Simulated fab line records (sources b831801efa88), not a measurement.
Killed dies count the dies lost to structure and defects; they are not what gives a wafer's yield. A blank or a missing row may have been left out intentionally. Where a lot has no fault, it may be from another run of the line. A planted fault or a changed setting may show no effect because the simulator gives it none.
Problem report, 8D (eight disciplines) form, completed by code + flow sky130 + the parts of the form that need people (team, actions taken, sign-off) are left out

== 1. WHAT WENT WRONG ==
Across 6 wafers from 2 lots, VIA3_HDPCVD_THK at SKY_VIA3_THK_MEAS_01 averages 1728 nm, while fault-free wafers read 1622 nm with a standard deviation of 15. Measured from the usual mean, that is +7.1 standard deviations.
The first sign was on wafer L975.4 at day 40 14:04, on film metro-03. Wafers with a number at this step in the record: 33, from 11 lots. Rule for "out", or "out of limits": more than 4 standard deviations from the usual mean. All remaining wafers that have a number are taken as sound.

== 2. WHAT IT IS AND WHAT IT IS NOT ==
| question                    | is                           | is not                                                                                            |
|-----------------------------|------------------------------|---------------------------------------------------------------------------------------------------|
| which readings at this step | VIA3_HDPCVD_THK              | -                                                                                                 |
| which lots                  | L975, L978                   | L971, L972, L973, L987, L988, L989, L990, L991, L993                                              |
| which wafers of those lots  | all that have a number       | -                                                                                                 |
| read on which gauges        | film metro-01, film metro-03 | film metro-02                                                                                     |
| when                        | from day 40 14:04            | up to then (9 sound wafers); but 18 sound wafers of L987, L988, L989, L990, L991, L993 came after |

== 3. WHAT RULES OUT EACH SUSPECT ==
Counting: a tool at any process step up to the reading remains a suspect when it ran all the lots that are out and ran no sound lot after the first of those.
- the gauge at SKY_VIA3_THK_MEAS_01: ruled out. The wafers that are out were read on 2 gauges (film metro-01, film metro-03).
- hdpcvd-02 at SKY_VIA3_HDPCVD_00 (deposits SiO2, target thk 1635 nm, time 272.5 s): ruled out as a lasting fault. Following L975 (day 40 13:57), the first lot on it that is out, the sound lots L987, L993 were run on it.
Left after counting: nothing in the record.

== 4. THE CAUSE (what the simulator had put in) ==
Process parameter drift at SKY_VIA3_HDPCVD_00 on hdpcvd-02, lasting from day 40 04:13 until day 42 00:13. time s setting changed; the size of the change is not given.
The count ruled it out by mistake, since the rule takes a fault to strike every lot its tool runs from the start of the fault on, and this one did not do so.

== 5. SEQUENCE OF EFFECTS, ordered by route ==
Each row: a reading whose mean over the struck wafers that have a number lies more than 3 standard deviations from the usual. Only readings whose record carries a usual standard deviation are examined. hours: median over the lots of the time between each lot's start at the first step of this table that gives one and its start at this step. sigmas: the change, counted in usual standard deviations.
| hours | step                 | reading         | usual   | on struck wafers | change | sigmas |
|-------|----------------------|-----------------|---------|------------------|--------|--------|
| 0     | SKY_VIA3_HDPCVD_00   | run length s    | 300.0 s | 315.6            | +15.6  | +29    |
| 0     | SKY_VIA3_THK_MEAS_01 | VIA3_HDPCVD_THK | 1622 nm | 1728             | +106   | +7.1   |
Its process steps:
- SKY_VIA3_HDPCVD_00: deposits SiO2, target thk 1635 nm, time 272.5 s.

== 6. WHAT WOULD HAVE CAUGHT IT SOONER ==
In this record the first reading out of limits at a measuring or inspecting step was taken at day 40 14:04, 10 hours after the fault began at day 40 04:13.
The tool's own readings at SKY_VIA3_HDPCVD_00 were out on every struck wafer that the step has a row for (run length s): an alarm limit on them would have fired on the first of those.
